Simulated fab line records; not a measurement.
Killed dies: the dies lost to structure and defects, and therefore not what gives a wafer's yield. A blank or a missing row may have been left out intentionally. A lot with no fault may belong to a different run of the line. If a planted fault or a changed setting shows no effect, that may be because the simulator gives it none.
Tool commonality check | flow gf180mcu | 34 wafers sampled across 12 lots

REASON IT WAS OPENED
GF_VT_IMPLANT_TW_MEAS_21, reading VT_IMPLANT_2_TW: flagged on 3 of 12 lots. Wafers without a fault read 1221, standard deviation 14.
Rule: a lot gets a flag if all its wafers with a number sit over 4 standard deviations from that mean, or if no wafer of it has a number. All remaining lots are regarded as sound.

lot  | measured     | on            | VT_IMPLANT_2_TW, wafer by wafer | flag
L118 | day 6 06:33  | film metro-03 | 1239 1236 1231                  |
L121 | day 7 00:22  | film metro-02 | 1219 1210 1219                  |
L122 | day 7 05:38  | film metro-02 | 1221 1207                       |
L126 | day 8 08:18  | film metro-02 | 1206 1203 1208                  |
L129 | day 9 15:11  | film metro-02 | 30 30 30                        | FLAGGED
L130 | day 9 19:20  | film metro-02 | 30 30 30                        | FLAGGED
L131 | day 9 20:28  | film metro-03 | 31 31 30                        | FLAGGED
L133 | day 10 09:04 | film metro-04 | 1204 1203 1204                  |
L136 | day 10 23:43 | film metro-03 | 1234 1233                       |
L138 | day 11 13:22 | film metro-02 | 1213 1212 1213                  |
L139 | day 11 20:40 | film metro-03 | 1235 1240 1237                  |
L141 | day 12 05:29 | film metro-04 | 1195 1200 1208                  |
On average the flagged lots' numbers are 30, which is -1191 against the usual, or -85 standard deviations.

WHICH TOOL RAN EACH LOT
3 process steps preceding the reading are held in the record, out of 602 steps in the route. Each cell gives the tool, then ch followed by the chambers the sampled wafers passed through, then the start.
lot  | flag    | GF_STI_ETCH_13                    | GF_VT_IMPLANT_STRIP_09               | GF_VT_IMPLANT_STRIP_20
L118 |         | rie diel-04 ch 0,1, day 2 02:18   | plasma asher-03 ch 0,1, day 5 15:39  | plasma asher-02 ch 0,1, day 6 06:27
L121 |         | rie diel-01 ch 1,2, day 2 17:09   | plasma asher-02 ch 0,1, day 6 09:01  | plasma asher-02 ch 0,1, day 7 00:16
L122 |         | rie diel-01 ch 0,2, day 2 22:14   | plasma asher-02 ch 0,1, day 6 14:35  | plasma asher-01 ch 0,1, day 7 05:34
L126 |         | rie diel-03 ch 0,2, day 3 18:59   | plasma asher-02 ch 0,1, day 7 16:00  | plasma asher-02 ch 0,1, day 8 08:12
L129 | FLAGGED | rie diel-01 ch 0,1,3, day 4 10:39 | plasma asher-02 ch 0,1, day 8 21:54  | plasma asher-03 ch 0,1, day 9 15:06
L130 | FLAGGED | rie diel-03 ch 0,3, day 4 15:56   | plasma asher-01 ch 0,1, day 9 02:06  | plasma asher-02 ch 0,1, day 9 19:13
L131 | FLAGGED | rie diel-01 ch 0,1,2, day 4 21:20 | plasma asher-02 ch 0,1, day 9 02:45  | plasma asher-02 ch 1, day 9 20:22
L133 |         | rie diel-03 ch 1,2,3, day 5 10:47 | plasma asher-02 ch 0,1, day 9 14:43  | plasma asher-01 ch 0,1, day 10 08:57
L136 |         | rie diel-03 ch 0,3, day 5 22:42   | plasma asher-01 ch 1, day 10 04:52   | plasma asher-02 ch 0,1, day 10 23:37
L138 |         | rie diel-04 ch 0,2,3, day 6 09:11 | plasma asher-01 ch 0,1, day 10 18:43 | plasma asher-02 ch 0,1, day 11 13:16
L139 |         | rie diel-01 ch 1,3, day 6 13:47   | plasma asher-02 ch 1, day 11 01:55   | plasma asher-02 ch 0,1, day 11 20:34
L141 |         | rie diel-03 ch 1,2, day 7 00:32   | plasma asher-02 ch 0,1, day 11 12:21 | plasma asher-03 ch 0,1, day 12 05:24
What the steps here do:
- GF_STI_ETCH_13: etches the open film in CHF3/O2, stops on Si, target depth 282.31 nm, time 112.9 s.
- GF_VT_IMPLANT_STRIP_09: strips in O2/N2.
- GF_VT_IMPLANT_STRIP_20: strips in O2/N2.
- GF_VT_IMPLANT_TW_MEAS_21

FLAGGED OVER TOTAL, TOOL BY TOOL (the gauges that took the reading come last)
step                     | tool            | lots run | flagged | share of the flagged lots | sound lots run after its first flagged lot
GF_STI_ETCH_13           | rie diel-01     | 5        | 2       | some                      | 1 (L139)
GF_STI_ETCH_13           | rie diel-03     | 5        | 1       | some                      | 3 (L133,L136,L141)
GF_STI_ETCH_13           | rie diel-04     | 2        | 0       | none                      | -
GF_VT_IMPLANT_STRIP_09   | plasma asher-01 | 3        | 1       | some                      | 2 (L136,L138)
GF_VT_IMPLANT_STRIP_09   | plasma asher-02 | 8        | 2       | some                      | 3 (L133,L139,L141)
GF_VT_IMPLANT_STRIP_09   | plasma asher-03 | 1        | 0       | none                      | -
GF_VT_IMPLANT_STRIP_20   | plasma asher-01 | 2        | 0       | none                      | -
GF_VT_IMPLANT_STRIP_20   | plasma asher-02 | 8        | 2       | some                      | 3 (L136,L138,L139)
GF_VT_IMPLANT_STRIP_20   | plasma asher-03 | 2        | 1       | some                      | 1 (L141)
GF_VT_IMPLANT_TW_MEAS_21 | film metro-02   | 6        | 2       | some                      | 1 (L138)
GF_VT_IMPLANT_TW_MEAS_21 | film metro-03   | 4        | 1       | some                      | 2 (L136,L139)
GF_VT_IMPLANT_TW_MEAS_21 | film metro-04   | 2        | 0       | none                      | -

WHAT THE TABLE ALLOWS
No row of the table ran every flagged lot.

WHAT THE SIMULATOR HAD INSERTED
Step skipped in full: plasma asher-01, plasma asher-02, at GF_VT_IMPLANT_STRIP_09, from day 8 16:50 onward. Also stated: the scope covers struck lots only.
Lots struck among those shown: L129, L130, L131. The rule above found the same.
